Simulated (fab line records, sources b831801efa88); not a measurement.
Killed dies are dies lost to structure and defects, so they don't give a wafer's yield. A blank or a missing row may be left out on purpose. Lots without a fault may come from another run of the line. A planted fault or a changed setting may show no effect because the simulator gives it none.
fab line records | flow gf180mcu
record lots=5 wafers=15 last_day=34
route steps=602 shown STI@18 DNWELL@32 NWELL@42 LVPWELL@54
lots that met no fault: from a run of the same line without faults
start_h: hours from the record's first day to the start of the lot's first wafer shown | wait_h: hours since the lot's step before | " the same as in the row above | L1.1+2: a row that stands for several wafers | - no value, or no start given | * or withheld: withheld | < > ~ a bound
route shown NAME@n: a module of which the file shows steps, and the number in the route of the first | usual: mean/standard deviation of fault-free wafers | same: alike in all rows | chamber/n: place in a boat | sites: the reading at each site | _std_site: their standard deviation | _edge_site: outer sites' mean less inner sites' | radius_mm: how far each site lies from the wafer's centre | mask NAME#n: copy n | behind: the tool/chamber that last shaped the wafer | hold: why the lot was held/for how many hours/how that ended | device: the transistor (n, p or np) that didn't switch | end of line: the same wafers' tests at the end of the route | a step without rows: its recipe alone | killed: dies lost to structure and defects at the first sort, not the wafer's yield | map: a wafer's dies, x killed, . not, _ none there
set.NAME: the setting as run; set.NAME@STEP: as run at that earlier step | model.NAME: the simulator's own value behind a step, which no gauge read
lots at some steps of the route; a table a step, a row a wafer
services: from which hour (start_h, from the record's first day; less than 0 if before it) a tool's chamber was out of use, for how many hours, and why
## steps
# step GF_STI_WET_ETCH_17
# recipe chemistry=H3PO4 target_depth_nm=45 temp_c=160 target=Si3N4 time_s=514
# columns lot.wafer tool chamber start_h wait_h
L075.1+3+4 wet_bench-01 0 30.22 0.0
L078.3+5+6 wet_bench-02 1 46.16 0.0
L088.1+2+4 wet_bench-03 3 101.14 0.0
L090.1+3+6 wet_bench-01 0 110.38 0.0
L097.2+4+6 wet_bench-03 2 144.68 0.0
# step GF_STI_CLEAN_18
# recipe chemistry=SC1/SC2 mix=1:4:20 temp_c=70 time_s=150
# columns lot.wafer tool chamber start_h wait_h
L075.1+3+4 wet_bench-02 3 30.38 0.0
L078.3+5+6 wet_bench-01 3 46.31 0.0
L088.1+2+4 wet_bench-01 0 101.29 0.0
L090.1+3+6 wet_bench-02 2 110.53 0.0
L097.2+4+6 wet_bench-01 1 144.98 0.0
# step GF_STI_CLEAN_19
# recipe chemistry=dHF time_s=20 dilution=100:1
# columns lot.wafer tool chamber start_h wait_h
L075.1+3+4 wet_bench-03 3 30.43 0.0
L078.3+5+6 wet_bench-03 3 46.36 0.0
L088.1+2+4 wet_bench-02 2 101.35 0.0
L090.1+3+6 wet_bench-01 2 110.58 0.0
L097.2+4+6 wet_bench-03 1 145.03 0.0
# step GF_STI_WET_ETCH_20
# recipe chemistry=dHF dilution=100:1 target_depth_nm=20 temp_c=25 dry=ipa_marangoni target=SiO2 time_s=400
# columns lot.wafer tool chamber start_h wait_h
L075.1+3+4 wet_bench-01 1 30.44 0.0
L078.3+5+6 wet_bench-02 3 46.38 0.0
L088.1+2+4 wet_bench-03 3 101.38 0.0
L090.1+3+6 wet_bench-03 3 110.59 0.0
L097.2+4+6 wet_bench-01 1 145.06 0.0
# step GF_STI_OXIDATION_21
# recipe temp_c=1000 ambient=O2 stabilise_s=600 purge_s=300 target_thk_a=150 ox_time_s=458
# usual zone_power_upper_pct=21.8/0.42
# same stabilise_s=600
# columns lot.wafer tool chamber start_h wait_h zone_power_upper_pct
L075.1 furnace-02 0 30.56 0.0 21.8
L075.3 " 0 " " 22.0
L075.4 " 0 " " 21.8
L078.3 furnace-02 0 46.50 0.0 22.4
L078.5 " 0 " " 22.6
L078.6 " 0 " " 22.0
L088.1 furnace-01 0 101.50 0.0 21.0
L088.2 " 0 " " 21.5
L088.4 " 0 " " 21.7
L090.1 furnace-01 0 111.51 0.8 21.3
L090.3 " 0 " " 21.6
L090.6 " 0 " " 21.7
L097.2 furnace-02 0 149.88 4.7 22.1
L097.4 " 0 " " 21.9
L097.6 " 0 " " 22.1
# step GF_STI_THK_MEAS_22
# recipe reads=SiO2_of_STI_OXIDATION_21
# usual STI_OXIDATION_01_THK=15.0/0.31
# columns lot.wafer tool chamber start_h wait_h STI_OXIDATION_01_THK[nm]
L075.1 film_metro-04 - 31.69 0.0 15.0
L075.3 " - " " 15.1
L075.4 " - " " 15.1
L078.3 film_metro-03 - 47.64 0.0 15.0
L078.5 " - " " 14.9
L078.6 " - " " 14.8
L088.1 film_metro-03 - 102.62 0.0 14.6
L088.2 " - " " 14.6
L088.4 " - " " 14.6
L090.1 film_metro-02 - 112.64 0.0 14.4
L090.3 " - " " 15.1
L090.6 " - " " 14.8
L097.2 film_metro-03 - 151.02 0.0 15.5
L097.4 " - " " 15.2
L097.6 " - " " 15.4
# step GF_STI_CVD_23
# recipe material=SiO2 target_thk_nm=650 sigma_open_frac=0.3 time_s=108.3 temp_c=600 sih4_flow_sccm=60 pressure_mtorr=6
# columns lot.wafer tool chamber start_h wait_h
L075.1+3+4 hdpcvd-02 0,1,0 31.75 0.1
L078.3+5+6 hdpcvd-02 2,0,2 47.68 0.0
L088.1+2+4 hdpcvd-02 2,0,0 102.68 0.1
L090.1+3+6 hdpcvd-02 2,1,1 112.70 0.1
L097.2+4+6 hdpcvd-02 1,0,2 151.07 0.0
# step GF_STI_THK_MEAS_24
# recipe reads=SiO2_of_STI_CVD_23
# usual STI_CVD_23_THK=650/5.8
# columns lot.wafer tool chamber start_h wait_h STI_CVD_23_THK[nm]
L075.1 film_metro-03 - 31.82 0.0 655
L075.3 " - " " 655
L075.4 " - " " 658
L078.3 film_metro-04 - 47.78 0.1 645
L078.5 " - " " 651
L078.6 " - " " 653
L088.1 film_metro-04 - 102.76 0.0 651
L088.2 " - " " 654
L088.4 " - " " 657
L090.1 film_metro-04 - 112.78 0.0 647
L090.3 " - " " 654
L090.6 " - " " 658
L097.2 film_metro-04 - 151.16 0.0 650
L097.4 " - " " 649
L097.6 " - " " 648
# step GF_STI_CMP_25
# recipe stop_on=Si3N4 t_overpolish_s=33 down_force_psi=4 platen_rpm=60 target_thk_nm=524.6 pad_velocity_m_s=0.94248
# usual motor_current_A=11.7/1.3 overpolish_run_s=32.999/0.009 time_to_endpoint_s=121/3.1
# same t_overpolish_s=33
# columns lot.wafer tool chamber start_h wait_h motor_current_A overpolish_run_s time_to_endpoint_s
L075.3 cmp-02 1 31.88 0.0 12.0 32.977 120
L075.1 " 3 " " 10.5 33.018 119
L075.4 " 0 " " 13.9 32.994 120
L078.3 cmp-01 3 47.97 0.2 9.3 32.996 114
L078.6 " 0 " " 12.6 33.010 117
L078.5 " 1 " " 13.3 32.999 117
L088.1 cmp-02 3 102.82 0.1 10.9 33.006 122
L088.2 " 0 " " 13.7 32.993 122
L088.4 " 2 " " 11.8 32.990 121
L090.3 cmp-02 1 112.84 0.0 11.4 33.010 121
L090.1 " 0 " " 13.4 32.999 121
L090.6 " 1 " " 11.7 32.990 124
L097.4 cmp-01 3 151.31 0.1 10.2 33.000 119
L097.2 " 0 " " 12.7 32.999 122
L097.6 " 2 " " 10.2 33.007 122
# step GF_STI_WET_ETCH_26
# recipe chemistry=dHF target_depth_nm=94 target=SiO2 temp_c=25 dilution=10:1 time_s=188
# columns lot.wafer tool chamber start_h wait_h
L075.1+3+4 wet_bench-03 2 32.18 0.1
L078.3+5+6 wet_bench-01 3 48.12 0.1
L088.1+2+4 wet_bench-03 1 103.12 0.2
L090.1+3+6 wet_bench-01 3 113.14 0.1
L097.2+4+6 wet_bench-01 3 151.51 0.1
# step GF_STI_WET_ETCH_27
# recipe chemistry=H3PO4 target_depth_nm=160 target=Si3N4 temp_c=160 time_s=1825
# columns lot.wafer tool chamber start_h wait_h
L075.1+3+4 wet_bench-02 0 32.24 0.0
L078.3+5+6 wet_bench-03 2 48.18 0.0
L088.1+2+4 wet_bench-02 1 103.18 0.0
L090.1+3+6 wet_bench-01 0 113.20 0.0
L097.2+4+6 wet_bench-02 2 151.57 0.0
# step GF_STI_WET_ETCH_28
# recipe chemistry=dHF target_depth_nm=20 dry=ipa_marangoni target=SiO2 temp_c=25 dilution=10:1 time_s=40
# columns lot.wafer tool chamber start_h wait_h
L075.1+3+4 wet_bench-01 0 32.76 0.0
L078.3+5+6 wet_bench-01 0 48.70 0.0
L088.1+2+4 wet_bench-03 0 103.74 0.0
L090.1+3+6 wet_bench-03 0 113.71 0.0
L097.2+4+6 wet_bench-03 1 152.14 0.0
# step GF_STI_OXIDATION_29
# recipe temp_c=900 ambient=O2 stabilise_s=600 purge_s=300 target_thk_a=100 ox_time_s=1418
# usual zone_power_upper_pct=17.1/0.35
# same stabilise_s=600
# columns lot.wafer tool chamber start_h wait_h zone_power_upper_pct
L075.1 furnace-01 0 33.20 0.4 16.6
L075.3 " 0 " " 16.7
L075.4 " 0 " " 16.5
L078.3 furnace-02 0 50.86 2.1 17.3
L078.5 " 0 " " 17.4
L078.6 " 0 " " 17.3
L088.1 furnace-01 0 103.76 0.0 16.8
L088.2 " 0 " " 16.8
L088.4 " 0 " " 16.6
L090.1 furnace-01 0 113.89 0.2 17.0
L090.3 " 0 " " 16.9
L090.6 " 0 " " 16.9
L097.2 furnace-02 0 152.26 0.1 17.5
L097.4 " 0 " " 17.2
L097.6 " 0 " " 17.3
# step GF_STI_THK_MEAS_30
# recipe reads=SiO2_of_STI_OXIDATION_29
# usual STI_OXIDATION_02_THK=9.94/0.14
# columns lot.wafer tool chamber start_h wait_h STI_OXIDATION_02_THK[nm]
L075.1 film_metro-04 - 34.59 0.0 9.90
L075.3 " - " " 9.72
L075.4 " - " " 9.78
L078.3 film_metro-04 - 52.28 0.0 9.87
L078.5 " - " " 10.03
L078.6 " - " " 9.79
L088.1 film_metro-04 - 105.16 0.0 9.98
L088.2 " - " " 9.73
L088.4 " - " " 9.87
L090.1 film_metro-03 - 115.28 0.0 9.99
L090.3 " - " " 9.87
L090.6 " - " " 10.00
L097.2 film_metro-04 - 153.72 0.1 10.08
L097.4 " - " " 10.06
L097.6 " - " " 10.03
# step GF_DNWELL_DEHYDRATE_00
# recipe temp_c=200 time_s=60
# usual plate_temp_C=200.01/0.16
# columns lot.wafer tool chamber start_h wait_h plate_temp_C
L075.1 litho_track-01 0 40.37 5.8 199.97
L075.3 " 0 " " 199.93
L075.4 " 0 " " 200.03
L078.3 litho_track-01 0 58.37 6.1 199.95
L078.5 " 0 " " 199.98
L078.6 " 0 " " 200.04
L088.1 litho_track-01 0 111.77 6.6 199.94
L088.2 " 0 " " 199.90
L088.4 " 0 " " 199.97
L090.1 litho_track-01 0 121.97 6.7 200.01
L090.3 " 0 " " 200.04
L090.6 " 0 " " 199.92
L097.2 litho_track-04 0 160.66 6.9 200.20
L097.4 " 0 " " 200.08
L097.6 " 0 " " 199.99
# step GF_DNWELL_HMDS_01
# recipe prime_time_s=60 prime_temp_c=120
# columns lot.wafer tool chamber start_h wait_h
L075.1+3+4 litho_track-01 0 40.52 0.1
L078.3+5+6 litho_track-01 0 58.52 0.1
L088.1+2+4 litho_track-01 0 111.92 0.1
L090.1+3+6 litho_track-01 0 122.12 0.1
L097.2+4+6 litho_track-04 0 160.81 0.1
# step GF_DNWELL_COAT_02
# recipe spin_rpm=2000 resist_thk_nm=3000
# columns lot.wafer tool chamber start_h wait_h
L075.1+3+4 litho_track-01 0 40.67 0.1
L078.3+5+6 litho_track-01 0 58.67 0.1
L088.1+2+4 litho_track-01 0 112.07 0.1
L090.1+3+6 litho_track-01 0 122.27 0.1
L097.2+4+6 litho_track-04 0 160.96 0.1
# step GF_DNWELL_SOFTBAKE_03
# recipe temp_c=110 time_s=withheld
# usual plate_temp_C=110.00/0.14
# columns lot.wafer tool chamber start_h wait_h plate_temp_C
L075.1 litho_track-01 0 40.82 0.1 109.96
L075.3 " 0 " " 109.78
L075.4 " 0 " " 109.95
L078.3 litho_track-01 0 58.84 0.1 109.77
L078.5 " 0 " " 110.02
L078.6 " 0 " " 109.84
L088.1 litho_track-01 0 112.22 0.1 109.82
L088.2 " 0 " " 110.03
L088.4 " 0 " " 110.03
L090.1 litho_track-01 0 122.42 0.1 109.99
L090.3 " 0 " " 109.91
L090.6 " 0 " " 110.02
L097.2 litho_track-04 0 161.12 0.1 109.97
L097.4 " 0 " " 110.07
L097.6 " 0 " " 109.97
# step GF_DNWELL_EXPOSE_04
# recipe mask_id=DNWELL target_cd_nm=1700 na=0.6 source_shape=conventional sigma_outer=0.6 dose_mj=260
# columns lot.wafer tool chamber start_h wait_h mask
L075.1+3+4 iline_stepper-02 0 - - DNWELL#0
L078.3+5+6 iline_stepper-02 0 - - DNWELL#0
L088.1+2+4 iline_stepper-02 0 - - DNWELL#0
L090.1+3+6 iline_stepper-02 0 - - DNWELL#0
L097.2+4+6 iline_stepper-02 0 - - DNWELL#0
# step GF_DNWELL_PEB_05
# recipe temp_c=115 time_s=withheld
# usual plate_temp_C=114.99/0.11
# columns lot.wafer tool chamber start_h wait_h plate_temp_C
L075.1 litho_track-04 0 - - 114.95
L075.3 " 0 " " 114.80
L075.4 " 0 " " 114.94
L078.3 litho_track-01 0 - - 115.14
L078.5 " 0 " " 114.87
L078.6 " 0 " " 115.13
L088.1 litho_track-03 0 - - 114.92
L088.2 " 0 " " 115.08
L088.4 " 0 " " 114.97
L090.1 litho_track-01 0 - - 115.00
L090.3 " 0 " " 115.10
L090.6 " 0 " " 115.10
L097.2 litho_track-01 0 - - 114.99
L097.4 " 0 " " 115.18
L097.6 " 0 " " 115.16
# step GF_DNWELL_DEVELOP_06
# recipe wall_angle_deg=90 develop_time_s=60 dev_temp_c=23
# columns lot.wafer tool chamber start_h wait_h
L075.1+3+4 litho_track-04 0 - -
L078.3+5+6 litho_track-01 0 - -
L088.1+2+4 litho_track-03 0 - -
L090.1+3+6 litho_track-01 0 - -
L097.2+4+6 litho_track-01 0 - -
# step GF_DNWELL_IMPLANT_07
# recipe species=P energy_kev=1500 dose_cm2=1e+13 tilt_deg=0
# columns lot.wafer tool chamber start_h wait_h
L075.1+3+4 implanter-04 0 47.04 -
L078.3+5+6 implanter-01 0 65.22 -
L088.1+2+4 implanter-04 0 119.33 -
L090.1+3+6 implanter-04 0 130.07 -
L097.2+4+6 implanter-03 0 169.25 -
# step GF_DNWELL_STRIP_08
# recipe chemistry=O2/N2 power_w=1400 pressure_mtorr=1500 platen_temp_c=250 o2_flow_sccm=3000 n2_flow_sccm=300 overash_fraction=0.5
# usual drypump_motor_current_A=5.72/0.11 heater_power_w=344/37 o2_flow_sccm=3001/8.7 oes_product_au=0.722/0.0048 strip_time_to_endpoint_s=36.99/0.1
# columns lot.wafer tool chamber start_h wait_h drypump_motor_current_A heater_power_w o2_flow_sccm oes_product_au rf_hours_counter_h strip_time_to_endpoint_s
L075.1 plasma_asher-02 0 47.19 0.1 5.54 304 2988 0.724 41 36.97
L075.3 " 0 " " 5.54 310 2997 0.721 - 36.89
L075.4 " 1 " " 5.76 380 2991 0.722 - 36.97
L078.3 plasma_asher-01 0 65.36 0.1 5.74 357 3016 0.725 - 37.10
L078.5 " 1 " " 5.88 283 3005 0.722 - 37.15
L078.6 " 0 " " 5.74 361 3006 0.717 - 37.13
L088.1 plasma_asher-01 1 119.48 0.1 5.85 281 2991 0.721 32 37.08
L088.2 " 0 " " 5.76 349 3005 0.721 32 37.02
L088.4 " 1 " " 5.89 281 2994 0.723 - 37.16
L090.1 plasma_asher-02 0 130.22 0.1 5.54 309 2994 0.717 51 37.09
L090.3 " 1 " " 5.80 378 2995 0.726 - 37.01
L090.6 " 1 " " 5.82 379 2990 0.725 - 36.99
L097.2 plasma_asher-02 1 169.37 0.1 5.80 376 3002 0.717 54 36.93
L097.4 " 1 " " 5.82 382 2998 0.714 - 36.95
L097.6 " 0 " " 5.53 300 3005 0.726 - 36.95
# step GF_DNWELL_TW_MEAS_09
# usual DNWELL_TW=1349/13
# columns lot.wafer tool chamber start_h wait_h DNWELL_TW
L075.1 film_metro-03 - 47.29 0.1 1338
L075.3 " - " " 1336
L075.4 " - " " 1330
L078.3 film_metro-02 - 65.44 0.1 1347
L078.5 " - " " 1348
L078.6 " - " " 1345
L088.1 film_metro-03 - 119.58 0.1 1341
L088.2 " - " " 1337
L088.4 " - " " 1341
L090.1 film_metro-02 - 130.32 0.1 1358
L090.3 " - " " 1357
L090.6 " - " " 1360
L097.2 film_metro-02 - 169.48 0.1 1342
L097.4 " - " " 1349
L097.6 " - " " 1342
# step GF_NWELL_DEHYDRATE_00
# recipe temp_c=200 time_s=60
# usual plate_temp_C=199.99/0.16
# columns lot.wafer tool chamber start_h wait_h plate_temp_C
L075.1 litho_track-03 0 53.03 5.7 199.99
L075.3 " 0 " " 199.82
L075.4 " 0 " " 199.97
L078.3 litho_track-03 0 71.13 5.7 200.22
L078.5 " 0 " " 199.87
L078.6 " 0 " " 200.02
L088.1 litho_track-04 0 126.48 6.9 199.67
L088.2 " 0 " " 199.71
L088.4 " 0 " " 199.76
L090.1 litho_track-03 0 137.33 7.0 199.80
L090.3 " 0 " " 200.02
L090.6 " 0 " " 199.79
L097.2 litho_track-02 0 177.11 7.6 199.89
L097.4 " 0 " " 200.01
L097.6 " 0 " " 199.90
# step GF_NWELL_HMDS_01
# recipe prime_time_s=60 prime_temp_c=120
# columns lot.wafer tool chamber start_h wait_h
L075.1+3+4 litho_track-03 0 53.18 0.1
L078.3+5+6 litho_track-03 0 71.28 0.1
L088.1+2+4 litho_track-04 0 126.63 0.1
L090.1+3+6 litho_track-03 0 137.48 0.1
L097.2+4+6 litho_track-02 0 177.26 0.1
# step GF_NWELL_COAT_02
# recipe spin_rpm=2000 resist_thk_nm=3043
# columns lot.wafer tool chamber start_h wait_h
L075.1+3+4 litho_track-03 0 53.33 0.1
L078.3+5+6 litho_track-03 0 71.43 0.1
L088.1+2+4 litho_track-04 0 126.78 0.1
L090.1+3+6 litho_track-03 0 137.63 0.1
L097.2+4+6 litho_track-02 0 177.41 0.1
# step GF_NWELL_SOFTBAKE_03
# recipe temp_c=110 time_s=withheld
# usual plate_temp_C=110.02/0.11
# columns lot.wafer tool chamber start_h wait_h plate_temp_C
L075.1 litho_track-03 0 53.48 0.1 110.06
L075.3 " 0 " " 109.98
L075.4 " 0 " " 109.97
L078.3 litho_track-03 0 71.60 0.1 109.95
L078.5 " 0 " " 110.00
L078.6 " 0 " " 109.92
L088.1 litho_track-04 0 126.93 0.1 110.20
L088.2 " 0 " " 109.89
L088.4 " 0 " " 110.10
L090.1 litho_track-03 0 137.78 0.1 110.01
L090.3 " 0 " " 110.17
L090.6 " 0 " " 110.20
L097.2 litho_track-02 0 177.57 0.1 110.04
L097.4 " 0 " " 109.97
L097.6 " 0 " " 110.06
# step GF_NWELL_EXPOSE_04
# recipe mask_id=Nwell target_cd_nm=860 na=0.6 source_shape=conventional sigma_outer=0.6 dose_mj=260
# columns lot.wafer tool chamber start_h wait_h mask
L075.1+3+4 iline_stepper-02 0 - - Nwell#0
L078.3+5+6 iline_stepper-01 0 - - Nwell#0
L088.1+2+4 iline_stepper-02 0 - - Nwell#0
L090.1+3+6 iline_stepper-01 0 - - Nwell#0
L097.2+4+6 iline_stepper-01 0 - - Nwell#0
# step GF_NWELL_PEB_05
# recipe temp_c=115 time_s=withheld
# usual plate_temp_C=115.00/0.12
# columns lot.wafer tool chamber start_h wait_h plate_temp_C
L075.1 litho_track-02 0 - - 115.05
L075.3 " 0 " " 115.01
L075.4 " 0 " " 115.02
L078.3 litho_track-03 0 - - 115.08
L078.5 " 0 " " 115.03
L078.6 " 0 " " 115.20
L088.1 litho_track-04 0 - - 114.81
L088.2 " 0 " " 115.06
L088.4 " 0 " " 115.15
L090.1 litho_track-02 0 - - 115.23
L090.3 " 0 " " 115.20
L090.6 " 0 " " 115.04
L097.2 litho_track-03 0 - - 114.86
L097.4 " 0 " " 115.17
L097.6 " 0 " " 115.10
# step GF_NWELL_DEVELOP_06
# recipe wall_angle_deg=90 develop_time_s=60 dev_temp_c=23
# columns lot.wafer tool chamber start_h wait_h
L075.1+3+4 litho_track-02 0 - -
L078.3+5+6 litho_track-03 0 - -
L088.1+2+4 litho_track-04 0 - -
L090.1+3+6 litho_track-02 0 - -
L097.2+4+6 litho_track-03 0 - -
# step GF_NWELL_OVL_MEAS_07
# usual NWELL_OVL=0.2/1.3
# columns lot.wafer tool chamber start_h wait_h NWELL_OVL[nm]
L075.1 overlay-01 - 59.79 - -0.8
L075.3 " - " " -1.7
L075.4 " - " " -0.5
L078.3 overlay-01 - 78.39 - -2.4
L078.5 " - " " -3.0
L078.6 " - " " -2.3
L088.1 overlay-02 - 134.48 - 2.2
L088.2 " - " " -0.1
L088.4 " - " " 0.9
L090.1 overlay-01 - 145.54 - 1.4
L090.3 " - " " -0.5
L090.6 " - " " 0.6
L097.2 overlay-01 - 185.63 - -0.8
L097.4 " - " " 0.3
L097.6 " - " " -1.3
# step GF_NWELL_IMPLANT_08
# recipe species=P energy_kev=450 dose_cm2=1.5e+13 tilt_deg=0
# columns lot.wafer tool chamber start_h wait_h
L075.1+3+4 implanter-01 0 59.82 0.0
L078.3+5+6 implanter-03 0 78.46 0.1
L088.1+2+4 implanter-01 0 134.52 0.0
L090.1+3+6 implanter-01 0 145.57 0.0
L097.2+4+6 implanter-02 0 185.69 0.0
# step GF_NWELL_IMPLANT_09
# recipe species=P energy_kev=160 dose_cm2=4e+12 tilt_deg=0
# columns lot.wafer tool chamber start_h wait_h
L075.1+3+4 implanter-01 0 59.97 0.1
L078.3+5+6 implanter-03 0 78.61 0.1
L088.1+2+4 implanter-01 0 134.67 0.1
L090.1+3+6 implanter-01 0 145.87 0.2
L097.2+4+6 implanter-02 0 185.84 0.1
# step GF_NWELL_STRIP_10
# recipe chemistry=O2/N2 power_w=1400 pressure_mtorr=1500 platen_temp_c=250 o2_flow_sccm=3000 n2_flow_sccm=300 overash_fraction=0.5
# usual drypump_motor_current_A=5.78/0.19 heater_power_w=351/28 o2_flow_sccm=2998/9 oes_product_au=0.722/0.0049 strip_time_to_endpoint_s=37.46/0.082
# columns lot.wafer tool chamber start_h wait_h drypump_motor_current_A heater_power_w o2_flow_sccm oes_product_au rf_hours_counter_h strip_time_to_endpoint_s
L075.1 plasma_asher-03 1 60.12 0.1 5.69 358 3000 0.716 42 37.56
L075.3 " 1 " " 5.69 367 2997 0.724 - 37.55
L075.4 " 0 " " 5.65 375 3007 0.715 - 37.52
L078.3 plasma_asher-04 1 78.75 0.1 6.06 348 3010 0.721 - 37.42
L078.5 " 1 " " 6.08 341 2999 0.711 - 37.34
L078.6 " 0 " " 6.10 328 3012 0.718 - 37.41
L088.1 plasma_asher-02 1 134.82 0.1 5.81 377 2989 0.720 51 37.46
L088.2 " 0 " " 5.53 297 3000 0.725 51 37.42
L088.4 " 1 " " 5.85 370 2997 0.708 - 37.52
L090.1 plasma_asher-03 0 146.17 0.2 5.68 377 3003 0.713 51 37.43
L090.3 " 0 " " 5.67 383 3016 0.714 - 37.50
L090.6 " 1 " " 5.67 359 3004 0.719 - 37.49
L097.2 plasma_asher-02 0 185.96 0.1 5.52 297 3012 0.720 56 37.54
L097.4 " 0 " " 5.56 302 2991 0.723 - 37.58
L097.6 " 0 " " 5.56 298 3016 0.716 - 37.66
# step GF_NWELL_TW_MEAS_11
# usual NWELL_TW=1579/13
# columns lot.wafer tool chamber start_h wait_h NWELL_TW
L075.1 film_metro-01 - 60.22 0.1 1592
L075.3 " - " " 1597
L075.4 " - " " 1591
L078.3 film_metro-02 - 78.83 0.1 1568
L078.5 " - " " 1559
L078.6 " - " " 1556
L088.1 film_metro-01 - 134.92 0.1 1596
L088.2 " - " " 1581
L088.4 " - " " 1597
L090.1 film_metro-04 - 146.27 0.1 1568
L090.3 " - " " 1562
L090.6 " - " " 1565
L097.2 film_metro-01 - 186.07 0.1 1583
L097.4 " - " " 1576
L097.6 " - " " 1584
# step GF_LVPWELL_DEHYDRATE_00
# recipe temp_c=200 time_s=60
# usual plate_temp_C=200.00/0.16
# columns lot.wafer tool chamber start_h wait_h plate_temp_C
L075.1 litho_track-02 0 65.69 5.5 199.79
L075.3 " 0 " " 199.77
L075.4 " 0 " " 199.77
L078.3 litho_track-01 0 84.72 5.9 199.76
L078.5 " 0 " " 200.00
L078.6 " 0 " " 200.09
L088.1 litho_track-03 0 142.23 7.3 200.16
L088.2 " 0 " " 199.73
L088.4 " 0 " " 199.99
L090.1 litho_track-02 0 152.74 6.5 199.80
L090.3 " 0 " " 199.80
L090.6 " 0 " " 199.82
L097.2 litho_track-01 0 194.05 8.0 200.28
L097.4 " 0 " " 200.19
L097.6 " 0 " " 200.23
# step GF_LVPWELL_HMDS_01
# recipe prime_time_s=60 prime_temp_c=120
# columns lot.wafer tool chamber start_h wait_h
L075.1+3+4 litho_track-02 0 65.84 0.1
L078.3+5+6 litho_track-01 0 84.87 0.1
L088.1+2+4 litho_track-03 0 142.38 0.1
L090.1+3+6 litho_track-02 0 152.89 0.1
L097.2+4+6 litho_track-01 0 194.20 0.1
# step GF_LVPWELL_COAT_02
# recipe spin_rpm=2000 resist_thk_nm=3000
# columns lot.wafer tool chamber start_h wait_h
L075.1+3+4 litho_track-02 0 65.99 0.1
L078.3+5+6 litho_track-01 0 85.02 0.1
L088.1+2+4 litho_track-03 0 142.53 0.1
L090.1+3+6 litho_track-02 0 153.04 0.1
L097.2+4+6 litho_track-01 0 194.35 0.1
# step GF_LVPWELL_SOFTBAKE_03
# recipe temp_c=111 time_s=withheld
# usual plate_temp_C=111.02/0.15
# columns lot.wafer tool chamber start_h wait_h plate_temp_C
L075.1 litho_track-02 0 66.14 0.1 110.90
L075.3 " 0 " " 111.04
L075.4 " 0 " " 110.95
L078.3 litho_track-01 0 85.19 0.1 110.93
L078.5 " 0 " " 111.20
L078.6 " 0 " " 111.04
L088.1 litho_track-03 0 142.68 0.1 110.85
L088.2 " 0 " " 110.96
L088.4 " 0 " " 111.24
L090.1 litho_track-02 0 153.19 0.1 111.22
L090.3 " 0 " " 111.07
L090.6 " 0 " " 111.12
L097.2 litho_track-01 0 194.50 0.1 110.94
L097.4 " 0 " " 110.99
L097.6 " 0 " " 111.08
# step GF_LVPWELL_EXPOSE_04
# recipe mask_id=LVPWELL target_cd_nm=600 na=0.6 source_shape=conventional sigma_outer=0.6 dose_mj=260
# columns lot.wafer tool chamber start_h wait_h mask
L075.1+3+4 iline_stepper-02 0 - - LVPWELL#0
L078.3+5+6 iline_stepper-02 0 - - LVPWELL#0
L088.1+2+4 iline_stepper-01 0 - - LVPWELL#0
L090.1+3+6 iline_stepper-02 0 - - LVPWELL#0
L097.2+4+6 iline_stepper-02 0 - - LVPWELL#0
# step GF_LVPWELL_PEB_05
# recipe temp_c=115 time_s=withheld
# usual plate_temp_C=114.99/0.15
# columns lot.wafer tool chamber start_h wait_h plate_temp_C
L075.1 litho_track-02 0 - - 114.95
L075.3 " 0 " " 115.16
L075.4 " 0 " " 114.89
L078.3 litho_track-02 0 - - 114.85
L078.5 " 0 " " 114.85
L078.6 " 0 " " 114.91
L088.1 litho_track-02 0 - - 114.99
L088.2 " 0 " " 114.74
L088.4 " 0 " " 114.95
L090.1 litho_track-02 0 - - 114.91
L090.3 " 0 " " 115.03
L090.6 " 0 " " 114.82
L097.2 litho_track-01 0 - - 115.01
L097.4 " 0 " " 115.18
L097.6 " 0 " " 115.20
# step GF_LVPWELL_DEVELOP_06
# recipe wall_angle_deg=90 develop_time_s=60 dev_temp_c=23
# columns lot.wafer tool chamber start_h wait_h
L075.1+3+4 litho_track-02 0 - -
L078.3+5+6 litho_track-02 0 - -
L088.1+2+4 litho_track-02 0 - -
L090.1+3+6 litho_track-02 0 - -
L097.2+4+6 litho_track-01 0 - -
# step GF_LVPWELL_OVL_MEAS_07
# usual LVPWELL_OVL=-0.3/1.5
# columns lot.wafer tool chamber start_h wait_h LVPWELL_OVL[nm]
L075.1 overlay-01 - 72.44 - 0.4
L075.3 " - " " 0.2
L075.4 " - " " -1.3
L078.3 overlay-02 - 91.95 - 1.7
L078.5 " - " " 2.3
L078.6 " - " " 2.6
L088.1 overlay-02 - 150.14 - -0.8
L088.2 " - " " -2.1
L088.4 " - " " -3.0
L090.1 overlay-02 - 160.29 - 0.5
L090.3 " - " " -1.0
L090.6 " - " " 0.0
L097.2 overlay-02 - 202.98 - 1.8
L097.4 " - " " 1.9
L097.6 " - " " -0.1
# step GF_LVPWELL_IMPLANT_08
# recipe species=B energy_kev=170 dose_cm2=1.5e+13 tilt_deg=0
# columns lot.wafer tool chamber start_h wait_h
L075.1+3+4 implanter-04 0 72.47 0.0
L078.3+5+6 implanter-04 0 92.02 0.1
L088.1+2+4 implanter-02 0 150.17 0.0
L090.1+3+6 implanter-04 0 160.32 0.0
L097.2+4+6 implanter-02 0 203.03 0.0
# step GF_LVPWELL_IMPLANT_09
# recipe species=B energy_kev=60 dose_cm2=5e+12 tilt_deg=0
# columns lot.wafer tool chamber start_h wait_h
L075.1+3+4 implanter-04 0 72.62 0.1
L078.3+5+6 implanter-04 0 92.17 0.1
L088.1+2+4 implanter-02 0 150.32 0.1
L090.1+3+6 implanter-04 0 160.47 0.1
L097.2+4+6 implanter-02 0 203.18 0.1
## services
# columns tool chamber start_h hours kind
hdpcvd-02 2 14.60 9.7 repair
cmp-02 - 18.09 0.9 repair
implanter-03 - 22.17 2.0 repair
implanter-03 - 26.78 1.3 repair
iline_stepper-02 - 27.00 1.7 pm
implanter-02 - 38.14 5.8 pm
iline_stepper-01 - 39.48 3.6 repair
furnace-01 - 48.20 3.4 pm
plasma_asher-02 - 49.19 0.3 repair
iline_stepper-01 - 54.29 1.7 pm
implanter-03 - 56.12 2.5 repair
cmp-02 - 60.75 3.2 pm
implanter-01 - 60.90 1.4 repair
furnace-02 - 64.02 4.0 pm
cmp-02 - 64.13 4.0 pm
iline_stepper-02 - 82.55 1.1 repair
furnace-01 - 120.50 4.1 pm
furnace-02 - 139.26 3.7 pm
furnace-01 - 140.12 28.8 repair
plasma_asher-02 - 144.94 6.3 repair
hdpcvd-02 - 174.38 14.6 pm
plasma_asher-02 - 187.82 2.8 pm
furnace-02 - 190.01 9.2 repair
implanter-01 - 194.42 6.7 repair
## key
fault none
